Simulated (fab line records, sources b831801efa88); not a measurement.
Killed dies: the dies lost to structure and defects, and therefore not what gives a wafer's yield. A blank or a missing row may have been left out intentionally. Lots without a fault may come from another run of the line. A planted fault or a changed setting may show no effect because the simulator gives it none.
A struck lot beside a sound one || flow sky130 || 33 steps out of a route of 708
Sound: the wafers L292.1, L292.2, L292.6. Struck: wafers L304.1, L304.2, L304.4. The cause is given at the end.
Each step with rows lists, per side, the tool, then ch with its chambers, then its first start. Under that, the readings that differ: sound wafers || struck wafers || difference of the means || sigmas: that difference in standard deviations of wafers without a fault.
alike: readings with means less than 2 such deviations apart, plus words and numbers identical on both sides. not compared: withheld readings, readings lacking a value on some wafer, bounds such as >300 that could conceal the same value, and numbers that have no deviation in the record and whose values overlap.
A row with sigmas, a row that says differs or no value, or rows on one side alone: a step with any of these is where the two part. Non-overlapping numbers with no deviation appear without sigmas and do not part them. A reading that every wafer of one side lacks parts them only if that side has two wafers or more.

first, 7 steps without rows for these wafers: SKY_SONOS_TUNNEL_DEVELOP_06 (develop time 60 s); SKY_SONOS_TUNNEL_IMPLANT_09; SKY_SONOS_TUNNEL_WET_ETCH_10 (etches SiO2 in dHF, target depth 14 nm, time 280 s); SKY_SONOS_TUNNEL_STRIP_11 (strips in SPM, time 600 s); SKY_SONOS_TUNNEL_CLEAN_13 (cleans in dHF, time 20 s); SKY_SONOS_ONO_OXIDATION_00 (stabilise 600 s, purge 300 s, target thk 2.6 nm); SKY_SONOS_ONO_CVD_02 (deposits Si3N4 from DCS/NH3, target thk 10.5 nm, time 180 s).
SKY_SONOS_ONO_CVD_04: deposits SiO2 from SiH4/N2O, target thk 5.7199 nm.
  sound on lpcvd-03 ch 1, day 11 11:50; struck on lpcvd-03 ch 1, day 15 13:47
{"reading": "spike-tc-bottom-C (C)", "sound": "914.6 915.1 916.5", "struck": "908.3 907.2 905.7", "difference": -8.3, "sigmas": -6}
{"reading": "spike-tc-centre-C (C)", "sound": "900.3 900.3 901.7", "struck": "893.6 894.4 892.8", "difference": -7.2, "sigmas": -4}
{"reading": "spike-tc-lower-C (C)", "sound": "901.3 899.9 899.3", "struck": "893.8 893.3 894.3", "difference": -6.4, "sigmas": -5}
{"reading": "spike-tc-top-C (C)", "sound": "907 905 903", "struck": "897 897 898", "difference": -8, "sigmas": -3}
{"reading": "spike-tc-upper-C (C)", "sound": "902.3 900.4 900.1", "struck": "892.1 892.1 891.7", "difference": -9.0, "sigmas": -7}
{"reading": "model.SiO2_of_SONOS_ONO_CVD_04.thk-nm (nm)", "sound": "5.68 5.749 5.726", "struck": "5.237 5.16 5.156", "difference": -0.534, "sigmas": ""}
  alike: susceptor-temp-C
SKY_SONOS_ONO_THK_MEAS_05:
  sound: film-metro-03 at day 11 13:05; struck: film-metro-03 at day 15 15:16
{"reading": "SONOS_ONO_CVD_04_THK (nm)", "sound": "5.66 5.75 5.71", "struck": "5.20 5.17 5.15", "difference": -0.53, "sigmas": -4}
  not compared: hold
then, 22 steps without rows for these wafers: SKY_SONOS_ONO_HMDS_07 (prime time 60 s); SKY_SONOS_ONO_COAT_08 (resist thk 1140 nm); SKY_SONOS_ONO_SOFTBAKE_09 (time 60 s); SKY_SONOS_ONO_EXPOSE_10 (exposes mask ONOM, target cd 410 nm); SKY_SONOS_ONO_PEB_11; SKY_SONOS_ONO_DEVELOP_12 (develop time 60 s); SKY_SONOS_ONO_ETCH_15 (etches the open film in CHF3/O2, target depth 19.52 nm, time 7.8 s); SKY_SONOS_ONO_WET_ETCH_16 (etches SiO2 in dHF, target depth 14 nm, time 280 s); SKY_SONOS_ONO_STRIP_17 (strips in O2/N2); SKY_SONOS_ONO_WET_ETCH_18 (etches Si3N4 in H3PO4, target depth 15 nm, time 172 s); SKY_GATE_OXIDE_CLEAN_00 (cleans in SC1/SC2, time 150 s); SKY_GATE_OXIDE_OXIDATION_01 (stabilise 600 s, purge 300 s, target thk 10.268 nm); SKY_GATE_OXIDE_DEHYDRATE_03 (time 60 s); SKY_GATE_OXIDE_HMDS_04 (prime time 60 s); SKY_GATE_OXIDE_COAT_05 (resist thk 1140 nm); SKY_GATE_OXIDE_SOFTBAKE_06 (time 60 s); SKY_GATE_OXIDE_EXPOSE_07 (exposes mask LVOM, target cd 600 nm); SKY_GATE_OXIDE_PEB_08; SKY_GATE_OXIDE_DEVELOP_09 (develop time 60 s); SKY_GATE_OXIDE_IMPLANT_11; SKY_GATE_OXIDE_WET_ETCH_12 (etches SiO2 in dHF, target depth 16.8 nm, time 336 s); SKY_GATE_OXIDE_STRIP_13 (strips in O2/N2).
-- the record jumps here: 3 days lie between the struck wafers' starts before and after --
SKY_GATE_OXIDE_CLEAN_15: cleans in SC1/SC2, time 150 s.
  sound on wet-bench-01 ch 1, day 13 16:17; struck on wet-bench-01 ch 2, day 18 05:40
{"reading": "model.SiO2_of_SONOS_ONO_CVD_04.thk-nm (nm)", "sound": "4.18 4.246 4.23", "struck": "3.727 3.645 3.648", "difference": -0.545, "sigmas": ""}
  alike: bath-heat-duty-pct
-- here the record skips 31 days between the struck wafers' starts before and after, leaving off in module GATE_OXIDE and picking up in module PAD_OPEN (first step shown: number 708 of the route) --
SKY_PAD_OPEN_PROBE_99:
  sound: prober-02 at day 45 13:09; struck: prober-02 at day 48 20:28
{"reading": "model.etest.sonos-erased.drive-ua-um", "sound": "196 197.5 201.4", "struck": "206.9 235 226.6", "difference": "+24.5", "sigmas": ""}
{"reading": "model.etest.sonos-uncharged.r-on-ohm-um", "sound": "815.3 810.4 814.9", "struck": "782.2 780 792.4", "difference": -28.7, "sigmas": ""}
{"reading": "model.etest.cap-ono.gate-log10-a-cm2", "sound": "-7.785 -7.835 -7.858", "struck": "-7.195 -7.08 -7.19", "difference": "+0.671", "sigmas": ""}
{"reading": "model.etest.cap-ono.gate-bv-v (V)", "sound": "16.09 16.22 16.4", "struck": "15.82 15.9 15.52", "difference": -0.49, "sigmas": ""}
{"reading": "model.etest.cap-ono.tox-acc-nm (nm)", "sound": "12.74 12.81 12.81", "struck": "12.3 12.28 12.28", "difference": -0.5, "sigmas": ""}
{"reading": "model.etest.sonos-programmed.vt-v (V)", "sound": "1.531 1.522 1.524", "struck": "1.687 1.742 1.74", "difference": "+0.197", "sigmas": ""}
{"reading": "model.etest.sonos-baked.vt-v (V)", "sound": "1.037 0.9504 0.9895", "struck": "1.125 1.202 1.153", "difference": "+0.168", "sigmas": ""}
{"reading": "model.etest.sonos-erased.vt-v (V)", "sound": "-2.332 -2.326 -2.337", "struck": "-2.446 -2.452 -2.428", "difference": -0.110, "sigmas": ""}
  alike: killed_at_M0_to_M3, killed_at_M4_up, killed-at-contacts, killed-at-front-end, killed-at-other, killed-dies, killed-open, killed-short

WHERE THEY PART
Last at SKY_SONOS_ONO_THK_MEAS_05 as far as this record goes, first at SKY_SONOS_ONO_CVD_04. Later steps at which nothing parts them and some readings are alike: SKY_GATE_OXIDE_CLEAN_15, SKY_PAD_OPEN_PROBE_99.

WHY: the cause the simulator had injected
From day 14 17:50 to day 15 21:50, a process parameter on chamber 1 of lpcvd-03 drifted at SKY_SONOS_ONO_CVD_04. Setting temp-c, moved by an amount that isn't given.
